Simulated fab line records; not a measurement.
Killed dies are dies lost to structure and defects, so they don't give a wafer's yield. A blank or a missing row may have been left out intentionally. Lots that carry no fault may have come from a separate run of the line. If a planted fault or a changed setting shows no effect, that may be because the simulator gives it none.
Which tool did it? || flow sky130 || Sampling: 13 lots, 39 wafers, 5 of 708 route steps

## WHAT EACH GAUGE READ, for each wafer
SKY_PWDE_TW_MEAS_10. Usual: PWDE_TW gives 375 (standard deviation 3.7).
{"lot": "L758", "measured": "day 4 20:59", "on": "film metro-02", "PWDE_TW": "377 376 374", "flag": ""}
{"lot": "L761", "measured": "day 4 22:59", "on": "film metro-01", "PWDE_TW": "377 376 378", "flag": ""}
{"lot": "L763", "measured": "day 5 08:55", "on": "film metro-02", "PWDE_TW": "374 376 373", "flag": ""}
{"lot": "L764", "measured": "day 5 09:31", "on": "film metro-03", "PWDE_TW": "373 373 373", "flag": ""}
{"lot": "L765", "measured": "day 5 12:55", "on": "film metro-03", "PWDE_TW": "372 376 374", "flag": ""}
{"lot": "L766", "measured": "day 5 19:09", "on": "film metro-02", "PWDE_TW": "374 376 374", "flag": ""}
{"lot": "L774", "measured": "day 7 14:17", "on": "film metro-03", "PWDE_TW": "374 372 372", "flag": ""}
{"lot": "L775", "measured": "day 7 21:02", "on": "film metro-03", "PWDE_TW": "371 369 368", "flag": ""}
{"lot": "L776", "measured": "day 8 05:17", "on": "film metro-02", "PWDE_TW": "384 383 384", "flag": ""}
{"lot": "L777", "measured": "day 8 12:08", "on": "film metro-02", "PWDE_TW": "382 380 381", "flag": ""}
{"lot": "L778", "measured": "day 8 17:27", "on": "film metro-01", "PWDE_TW": "382 380 381", "flag": ""}
{"lot": "L780", "measured": "day 9 03:38", "on": "film metro-01", "PWDE_TW": "378 379 379", "flag": ""}
{"lot": "L781", "measured": "day 9 06:26", "on": "film metro-03", "PWDE_TW": "373 373 372", "flag": ""}

SKY_VT_ADJUST_HVTP_OVL_MEAS_08. Usual: VT_ADJUST_HVTP_OVL gives 0.7 nm (standard deviation 1.4).
{"lot": "L758", "measured": "day 7 06:16", "on": "overlay-01", "VT_ADJUST_HVTP_OVL (nm)": "-0.6 -1.9 -1.6", "flag": ""}
{"lot": "L761", "measured": "day 7 09:22", "on": "overlay-01", "VT_ADJUST_HVTP_OVL (nm)": "-1.5 -1.3 -2.6", "flag": ""}
{"lot": "L763", "measured": "day 7 19:35", "on": "overlay-01", "VT_ADJUST_HVTP_OVL (nm)": "1.7 1.9 2.2", "flag": ""}
{"lot": "L764", "measured": "day 7 20:10", "on": "overlay-01", "VT_ADJUST_HVTP_OVL (nm)": "0.4 -1.1 -1.7", "flag": ""}
{"lot": "L765", "measured": "day 8 01:11", "on": "overlay-02", "VT_ADJUST_HVTP_OVL (nm)": "1.0 0.3 0.9", "flag": ""}
{"lot": "L766", "measured": "day 8 07:38", "on": "overlay-02", "VT_ADJUST_HVTP_OVL (nm)": "2.2 1.6 1.5", "flag": ""}
{"lot": "L774", "measured": "day 10 07:13", "on": "overlay-02", "VT_ADJUST_HVTP_OVL (nm)": "-0.4 2.6 0.6", "flag": ""}
{"lot": "L775", "measured": "day 10 14:53", "on": "overlay-02", "VT_ADJUST_HVTP_OVL (nm)": "0.3 1.4 1.0", "flag": ""}
{"lot": "L776", "measured": "day 11 00:40", "on": "overlay-01", "VT_ADJUST_HVTP_OVL (nm)": "-0.9 -0.5 -0.6", "flag": ""}
{"lot": "L777", "measured": "day 11 08:37", "on": "overlay-02", "VT_ADJUST_HVTP_OVL (nm)": "1.6 0.5 0.7", "flag": ""}
{"lot": "L778", "measured": "day 11 13:49", "on": "overlay-01", "VT_ADJUST_HVTP_OVL (nm)": "3.8 2.4 1.2", "flag": ""}
{"lot": "L780", "measured": "day 12 02:07", "on": "overlay-02", "VT_ADJUST_HVTP_OVL (nm)": "1.3 0.9 0.9", "flag": ""}
{"lot": "L781", "measured": "day 12 05:56", "on": "overlay-01", "VT_ADJUST_HVTP_OVL (nm)": "2.1 0.8 2.4", "flag": ""}

SKY_SONOS_ONO_THK_MEAS_03. Usual: SONOS_ONO_CVD_02_THK gives 10.49 nm (standard deviation 0.15).
{"lot": "L758", "measured": "day 13 05:47", "on": "film metro-04", "SONOS_ONO_CVD_02_THK (nm)": "10.36 10.49 10.53", "flag": ""}
{"lot": "L761", "measured": "day 13 09:59", "on": "film metro-04", "SONOS_ONO_CVD_02_THK (nm)": "10.74 10.69 10.69", "flag": ""}
{"lot": "L763", "measured": "day 13 22:19", "on": "film metro-01", "SONOS_ONO_CVD_02_THK (nm)": "10.50 10.51 10.51", "flag": ""}
{"lot": "L764", "measured": "day 13 22:19", "on": "film metro-03", "SONOS_ONO_CVD_02_THK (nm)": "10.24 10.29 10.48", "flag": ""}
{"lot": "L765", "measured": "day 14 02:34", "on": "film metro-01", "SONOS_ONO_CVD_02_THK (nm)": "10.49 10.62 10.58", "flag": ""}
{"lot": "L766", "measured": "day 14 14:11", "on": "film metro-03", "SONOS_ONO_CVD_02_THK (nm)": "8.05 8.18 8.11", "flag": "OFF"}
{"lot": "L774", "measured": "day 17 08:50", "on": "film metro-01", "SONOS_ONO_CVD_02_THK (nm)": "10.43 10.53 10.66", "flag": ""}
{"lot": "L775", "measured": "day 17 16:56", "on": "film metro-04", "SONOS_ONO_CVD_02_THK (nm)": "10.58 10.59 10.48", "flag": ""}
{"lot": "L776", "measured": "day 18 01:54", "on": "film metro-03", "SONOS_ONO_CVD_02_THK (nm)": "10.68 10.55 10.55", "flag": ""}
{"lot": "L777", "measured": "day 18 10:00", "on": "film metro-01", "SONOS_ONO_CVD_02_THK (nm)": "10.42 10.54 10.48", "flag": ""}
{"lot": "L778", "measured": "day 18 22:36", "on": "film metro-04", "SONOS_ONO_CVD_02_THK (nm)": "10.34 10.40 10.38", "flag": ""}
{"lot": "L780", "measured": "day 19 09:22", "on": "film metro-01", "SONOS_ONO_CVD_02_THK (nm)": "10.10 9.98 10.07", "flag": ""}
{"lot": "L781", "measured": "day 19 12:59", "on": "film metro-01", "SONOS_ONO_CVD_02_THK (nm)": "10.53 10.60 10.57", "flag": ""}

SKY_SONOS_ONO_THK_MEAS_05. Usual: SONOS_ONO_CVD_04_THK gives 5.70 nm (standard deviation 0.1).
{"lot": "L758", "measured": "day 13 07:07", "on": "film metro-01", "SONOS_ONO_CVD_04_THK (nm)": "5.87 5.89 5.84", "flag": ""}
{"lot": "L761", "measured": "day 13 11:18", "on": "film metro-04", "SONOS_ONO_CVD_04_THK (nm)": "5.57 5.62 5.64", "flag": ""}
{"lot": "L763", "measured": "day 14 00:16", "on": "film metro-03", "SONOS_ONO_CVD_04_THK (nm)": "5.82 5.86 5.90", "flag": ""}
{"lot": "L764", "measured": "day 14 00:15", "on": "film metro-01", "SONOS_ONO_CVD_04_THK (nm)": "5.78 5.77 5.85", "flag": ""}
{"lot": "L765", "measured": "day 14 03:52", "on": "film metro-04", "SONOS_ONO_CVD_04_THK (nm)": "5.73 5.81 5.75", "flag": ""}
{"lot": "L766", "measured": "day 14 15:29", "on": "film metro-03", "SONOS_ONO_CVD_04_THK (nm)": "5.69 5.64 5.69", "flag": ""}
{"lot": "L774", "measured": "day 17 10:08", "on": "film metro-01", "SONOS_ONO_CVD_04_THK (nm)": "5.66 5.65 5.62", "flag": ""}
{"lot": "L775", "measured": "day 17 18:14", "on": "film metro-01", "SONOS_ONO_CVD_04_THK (nm)": "5.62 5.48 5.65", "flag": ""}
{"lot": "L776", "measured": "day 18 03:13", "on": "film metro-04", "SONOS_ONO_CVD_04_THK (nm)": "5.72 5.76 5.70", "flag": ""}
{"lot": "L777", "measured": "day 18 11:19", "on": "film metro-04", "SONOS_ONO_CVD_04_THK (nm)": "5.64 5.66 5.79", "flag": ""}
{"lot": "L778", "measured": "day 18 23:55", "on": "film metro-04", "SONOS_ONO_CVD_04_THK (nm)": "5.52 5.51 5.46", "flag": ""}
{"lot": "L780", "measured": "day 19 10:41", "on": "film metro-04", "SONOS_ONO_CVD_04_THK (nm)": "5.68 5.76 5.75", "flag": ""}
{"lot": "L781", "measured": "day 19 14:18", "on": "film metro-03", "SONOS_ONO_CVD_04_THK (nm)": "5.58 5.71 5.62", "flag": ""}

## WHAT TOOL EACH LOT RAN ON (gives the tool, then ch and the chambers of the sampled wafers, and finally the start)
{"lot": "L758", "SKY_SONOS_ONO_CVD_02": "lpcvd-02 ch 1, day 13 04:44"}
{"lot": "L761", "SKY_SONOS_ONO_CVD_02": "lpcvd-02 ch 0, day 13 08:56"}
{"lot": "L763", "SKY_SONOS_ONO_CVD_02": "lpcvd-02 ch 0, day 13 21:14"}
{"lot": "L764", "SKY_SONOS_ONO_CVD_02": "lpcvd-02 ch 0, day 13 21:14"}
{"lot": "L765", "SKY_SONOS_ONO_CVD_02": "lpcvd-02 ch 1, day 14 01:29"}
{"lot": "L766", "SKY_SONOS_ONO_CVD_02": "lpcvd-02 ch 1, day 14 12:35"}
{"lot": "L774", "SKY_SONOS_ONO_CVD_02": "lpcvd-02 ch 0, day 17 07:16"}
{"lot": "L775", "SKY_SONOS_ONO_CVD_02": "lpcvd-02 ch 1, day 17 15:22"}
{"lot": "L776", "SKY_SONOS_ONO_CVD_02": "lpcvd-02 ch 0, day 18 00:20"}
{"lot": "L777", "SKY_SONOS_ONO_CVD_02": "lpcvd-02 ch 1, day 18 08:26"}
{"lot": "L778", "SKY_SONOS_ONO_CVD_02": "lpcvd-02 ch 1, day 18 21:01"}
{"lot": "L780", "SKY_SONOS_ONO_CVD_02": "lpcvd-02 ch 1, day 19 07:48"}
{"lot": "L781", "SKY_SONOS_ONO_CVD_02": "lpcvd-02 ch 1, day 19 11:25"}
- SKY_SONOS_ONO_CVD_02: deposits Si3N4 from DCS/NH3, target thk 10.5 nm, time 180 s.

## WHAT THE TOOLS THEMSELVES READ (means of the sampled wafers that have a number; where no wafer has one, the mark that the record gives instead)
SKY_SONOS_ONO_CVD_02. Usual: zone power top pct 24.8 %, standard deviation 0.62.
{"lot": "L758", "tool": "lpcvd-02", "zone power top pct (%)": 23.8, "flag": ""}
{"lot": "L761", "tool": "lpcvd-02", "zone power top pct (%)": 25.3, "flag": ""}
{"lot": "L763", "tool": "lpcvd-02", "zone power top pct (%)": 25.3, "flag": ""}
{"lot": "L764", "tool": "lpcvd-02", "zone power top pct (%)": 25.4, "flag": ""}
{"lot": "L765", "tool": "lpcvd-02", "zone power top pct (%)": 24.2, "flag": ""}
{"lot": "L766", "tool": "lpcvd-02", "zone power top pct (%)": 24.2, "flag": ""}
{"lot": "L774", "tool": "lpcvd-02", "zone power top pct (%)": 25.4, "flag": ""}
{"lot": "L775", "tool": "lpcvd-02", "zone power top pct (%)": 24.4, "flag": ""}
{"lot": "L776", "tool": "lpcvd-02", "zone power top pct (%)": 25.5, "flag": ""}
{"lot": "L777", "tool": "lpcvd-02", "zone power top pct (%)": 24.1, "flag": ""}
{"lot": "L778", "tool": "lpcvd-02", "zone power top pct (%)": 24.0, "flag": ""}
{"lot": "L780", "tool": "lpcvd-02", "zone power top pct (%)": 24.2, "flag": ""}
{"lot": "L781", "tool": "lpcvd-02", "zone power top pct (%)": 24.4, "flag": ""}

## THE ANSWER, worked out from the rows above alone
Rule: take the mean of a lot's wafers that have a number; if it is more than 3 standard deviations from the usual mean, the lot is off. A lot without any number at a reading at which 4 lots or more have one is off too. Any other lot the step has rows for is counted as sound. After the gauges, taken in route order, come the tools' own readings; for these a lot's mean is taken, as printed above. The first step at which some lot is off is used, and at that step the reading that is off furthest; a lot without a number counts as furthest.
Off: L766, seen at SKY_SONOS_ONO_THK_MEAS_03 (SONOS_ONO_CVD_02_THK).
If a tool, at a process step before that reading, ran all the lots that are off and no sound lot after the first of them, it fits. Those tools and the gauges at SKY_SONOS_ONO_THK_MEAS_03 are tried in the same way. Not one of the candidates tried fits.

## WHAT THE SIMULATOR HAD INSERTED
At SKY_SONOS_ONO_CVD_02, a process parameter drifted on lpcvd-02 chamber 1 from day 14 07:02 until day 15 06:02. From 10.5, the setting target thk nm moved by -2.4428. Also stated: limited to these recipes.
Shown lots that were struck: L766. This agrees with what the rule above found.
